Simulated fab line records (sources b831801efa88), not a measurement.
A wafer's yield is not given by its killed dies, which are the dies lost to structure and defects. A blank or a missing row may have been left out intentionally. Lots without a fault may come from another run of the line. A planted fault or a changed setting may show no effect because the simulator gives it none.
Which tool did it? :: flow sky130 :: 15 lots with 45 wafers sampled at 3 steps, on a route of 708 steps

== WHAT THE GAUGES SHOWED, per wafer ==
SKY_FIELD_ISO_BOW_MEAS_00.
lot: L457
measured: day 1 10:00
on: filmMetro-03
INCOMING_BOW (um): 4 -6 2

lot: L458
measured: day 1 15:00
on: filmMetro-02
INCOMING_BOW (um): -2 8 -14

lot: L459
measured: day 1 20:01
on: filmMetro-02
INCOMING_BOW (um): 9 -1 -2

lot: L460
measured: day 2 01:00
on: filmMetro-03
INCOMING_BOW (um): 13 7 5

lot: L461
measured: day 2 06:00
on: filmMetro-01
INCOMING_BOW (um): -2 -7 -3

lot: L462
measured: day 2 11:01
on: filmMetro-02
INCOMING_BOW (um): 1 3 -4

lot: L465
measured: day 3 02:00
on: filmMetro-02
INCOMING_BOW (um): -4 5 -6

lot: L466
measured: day 3 07:00
on: filmMetro-02
INCOMING_BOW (um): -6 10 -5

lot: L469
measured: day 3 22:00
on: filmMetro-03
INCOMING_BOW (um): -5 3 -2

lot: L470
measured: day 4 03:04
on: filmMetro-02
INCOMING_BOW (um): -5 -3 5

lot: L471
measured: day 4 08:02
on: filmMetro-03
INCOMING_BOW (um): 11 -6 1

lot: L475
measured: day 5 04:02
on: filmMetro-03
INCOMING_BOW (um): -7 -4 -5

lot: L477
measured: day 5 14:00
on: filmMetro-02
INCOMING_BOW (um): -5 2 -3

lot: L479
measured: day 6 00:01
on: filmMetro-03
INCOMING_BOW (um): 7 1 2

lot: L480
measured: day 6 05:00
on: filmMetro-03
INCOMING_BOW (um): 4 12 3

SKY_VT_ADJUST_HVTR_CD_MEAS_07: target cd 380 nm.
lot: L457
measured: day 9 14:29
on: cdSem-01
cdNm (nm): 378.5 378.8 380.1

lot: L458
measured: day 9 21:11
on: cdSem-02
cdNm (nm): 379.5 378.2 378.5

lot: L459
measured: day 10 06:49
on: cdSem-02
cdNm (nm): 381.0 379.6 380.0

lot: L460
measured: day 10 12:14
on: cdSem-01
cdNm (nm): 381.0 381.2 381.0

lot: L461
measured: day 10 21:47
on: cdSem-01
cdNm (nm): 381.8 379.9 380.2

lot: L462
measured: day 11 05:42
on: cdSem-02
cdNm (nm): 382.3 380.4 381.5

lot: L465
measured: day 12 20:41
on: cdSem-02
cdNm (nm): 381.5 381.6 380.8

lot: L466
measured: day 12 22:23
on: cdSem-02
cdNm (nm): 376.8 379.9 376.7

lot: L469
measured: day 13 09:01
on: cdSem-02
cdNm (nm): 381.7 378.9 376.5

lot: L470
measured: day 13 14:13
on: cdSem-01
cdNm (nm): 378.1 377.6 380.4

lot: L471
measured: day 14 06:02
on: cdSem-01
cdNm (nm): 381.1 379.3 381.9

lot: L475
measured: day 15 04:49
on: cdSem-02
cdNm (nm): 379.7 380.7 379.2

lot: L477
measured: day 16 00:00
on: cdSem-01
cdNm (nm): 378.5 378.7 380.4

lot: L479
measured: day 16 10:29
on: cdSem-01
cdNm (nm): 382.2 381.8 383.9

lot: L480
measured: day 16 20:04
on: cdSem-02
cdNm (nm): 378.5 377.7 379.3

== TOOL THAT RAN EACH LOT (tool first, then ch and the chambers of the sampled wafers, then the start) ==
lot: L457
SKY_NWELL_DEVELOP_22: lithoTrack-03 ch 0, day 5 10:00

lot: L458
SKY_NWELL_DEVELOP_22: lithoTrack-01 ch 0, day 5 15:00

lot: L459
SKY_NWELL_DEVELOP_22: lithoTrack-01 ch 0, day 5 22:00

lot: L460
SKY_NWELL_DEVELOP_22: lithoTrack-01 ch 0, day 6 02:00

lot: L461
SKY_NWELL_DEVELOP_22: lithoTrack-01 ch 0, day 6 10:00

lot: L462
SKY_NWELL_DEVELOP_22: lithoTrack-03 ch 0, day 6 15:00

lot: L465
SKY_NWELL_DEVELOP_22: lithoTrack-01 ch 0, day 8 00:00

lot: L466
SKY_NWELL_DEVELOP_22: lithoTrack-03 ch 0, day 8 01:00

lot: L469
SKY_NWELL_DEVELOP_22: lithoTrack-01, day 8 10:00

lot: L470
SKY_NWELL_DEVELOP_22: lithoTrack-01, day 8 15:00

lot: L471
SKY_NWELL_DEVELOP_22: lithoTrack-03, day 9 02:00

lot: L475
SKY_NWELL_DEVELOP_22: lithoTrack-03 ch 0, day 9 20:00

lot: L477
SKY_NWELL_DEVELOP_22: lithoTrack-01 ch 0, day 10 12:00

lot: L479
SKY_NWELL_DEVELOP_22: lithoTrack-01 ch 0, day 10 21:00

lot: L480
SKY_NWELL_DEVELOP_22: lithoTrack-01 ch 0, day 11 06:00
- SKY_NWELL_DEVELOP_22: develop time 60 s.

== AS READ BY THE TOOLS THEMSELVES (means over the sampled wafers that have a number; for cases with no such wafer, the mark the record gives instead) ==
SKY_NWELL_DEVELOP_22.
lot: L457
tool: lithoTrack-03
chillPlateTempC (C): 22.86

lot: L458
tool: lithoTrack-01
chillPlateTempC (C): 23.01

lot: L459
tool: lithoTrack-01
chillPlateTempC (C): 22.99

lot: L460
tool: lithoTrack-01
chillPlateTempC (C): 23.08

lot: L461
tool: lithoTrack-01
chillPlateTempC (C): 23.05

lot: L462
tool: lithoTrack-03
chillPlateTempC (C): 22.95

lot: L465
tool: lithoTrack-01
chillPlateTempC (C): 22.94

lot: L466
tool: lithoTrack-03
chillPlateTempC (C): 23.00

lot: L469
tool: lithoTrack-01
chillPlateTempC (C): -

lot: L470
tool: lithoTrack-01
chillPlateTempC (C): -

lot: L471
tool: lithoTrack-03
chillPlateTempC (C): -

lot: L475
tool: lithoTrack-03
chillPlateTempC (C): 23.00

lot: L477
tool: lithoTrack-01
chillPlateTempC (C): 22.96

lot: L479
tool: lithoTrack-01
chillPlateTempC (C): 22.97

lot: L480
tool: lithoTrack-01
chillPlateTempC (C): 22.96

== THE ANSWER, worked out from the rows above alone ==
Rule: what is usual is taken from the lots themselves. Put in order of their means at a reading, lots are off if they are a third of the lots or fewer, leave a main group of 4 or more, and stand apart from it by a gap of 3 or more times the standard deviation of the main group's means; of several such gaps the widest counts. If all means in a main group match to the digits the tables above print for the reading, that group is not used. Also off: a lot with no number at a reading for which 4 or more lots have one. Where the step has rows for the other lots, those lots are counted as sound. The gauges are gone through in route order, then the tools' own readings, and for those a lot's mean is taken as printed above. The first step at which some lot is off is used, and at that step the reading that is off furthest; a lot without a number counts as furthest.
Off: L469, L470, L471 (SKY_NWELL_DEVELOP_22, chillPlateTempC). Without a number there: L469, L470, L471. For the main group the mean is 22.98 C and the standard deviation 0.054.
If a tool, at that step or one of the process steps before it, ran each lot that is off and ran no sound lot following the first of them, it fits. Of those tried, none fits.

== WHAT THE SIMULATOR PUT IN ==
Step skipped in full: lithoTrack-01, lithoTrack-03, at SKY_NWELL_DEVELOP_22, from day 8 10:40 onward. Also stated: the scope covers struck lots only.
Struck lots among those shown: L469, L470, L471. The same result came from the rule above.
